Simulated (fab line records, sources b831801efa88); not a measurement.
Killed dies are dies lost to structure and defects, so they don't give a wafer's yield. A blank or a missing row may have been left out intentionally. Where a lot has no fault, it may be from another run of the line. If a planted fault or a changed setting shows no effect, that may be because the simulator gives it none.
A single fault, viewed from 2 desks    flow gf180mcu    every desk sees just its own numbers, and what lay behind them comes last

== THE METROLOGY DESK ==
What the gauges read for every lot (on any tool): the sampled wafers with a number, averaged. A lot is out of limits, marked OUT, if its mean lies more than 4 standard deviations from the usual mean; the brackets give that distance.
Columns: A = V1_CVD_02_THK at GF_V1_THK_MEAS_03, usual 850 nm
lot   first seen here  A
L793  day 17 00:29     849
L794  day 17 09:31     841
L796  day 18 06:35     858
L797  day 18 15:01     836
L806  day 22 05:04     858
L807  day 22 10:19     844
L808  day 22 18:41     844
L809  day 22 22:25     854
L810  day 23 08:46     848
L812  day 24 07:25     844
L813  day 24 13:24     842
L814  day 24 16:49     838
This desk's verdict: no lot among the 12 shows anything out of limits.

== FOR THE TOOL OWNER'S DESK: rie si-01 ==
The tool's own readings at GF_POLY_GATE_ETCH_13 (etches poly-Si in HBr/Cl2, stops on SiO2, target depth 198.5 nm, time 69.6 s): means of the sampled wafers that have a number, for each lot that ran on this tool. A lot is out of limits, marked OUT, if its mean lies more than 4 standard deviations from the usual mean; the brackets give that distance.
Columns: A = drypump motor current A at GF_POLY_GATE_ETCH_13, usual 5.6 A; B = he backside leak sccm at GF_POLY_GATE_ETCH_13, usual 2.43 sccm; C = mfc cl2 sccm at GF_POLY_GATE_ETCH_13, usual 50.01 sccm; D = oes product au at GF_POLY_GATE_ETCH_13, usual 0.993 a.u.; E = throttle valve pct at GF_POLY_GATE_ETCH_13, usual 33.685 %
lot   first seen here  A    B     C      D                E
L793  day 9 03:42      5.8  2.51  50.17  0.991            33.692
L796  day 10 00:42     5.8  2.35  50.04  0.991            33.687
L797  day 10 08:27     5.8  2.33  50.08  0.991            33.685
L806  day 13 03:28     5.6  2.35  49.82  0.811 (-24) OUT  33.685
L807  day 13 10:22     5.6  2.56  50.06  0.811 (-24) OUT  33.685
This desk finds L806, L807 out of limits, L806 being first, at day 13 03:28 (oes product au at GF_POLY_GATE_ETCH_13). In limits: L793, L796, L797.

== PUT TOGETHER ==
On L806, L807, at day 13 03:28, an alarm was possible from the tool owner's desk.
From the metrology desk's view, nothing was out of limits.
The metrology desk has L806, L807 on record, within its limits.
On rie si-01, each named lot ran GF_POLY_GATE_ETCH_13.

== WHAT THE SIMULATOR PUT IN ==
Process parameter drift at GF_POLY_GATE_ETCH_13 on rie si-01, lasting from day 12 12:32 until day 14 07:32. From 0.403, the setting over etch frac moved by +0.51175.
Shown lots that were struck: L806, L807.
Delay in hours, fault start to first out-of-limits reading, by desk: the tool owner's desk at 15.
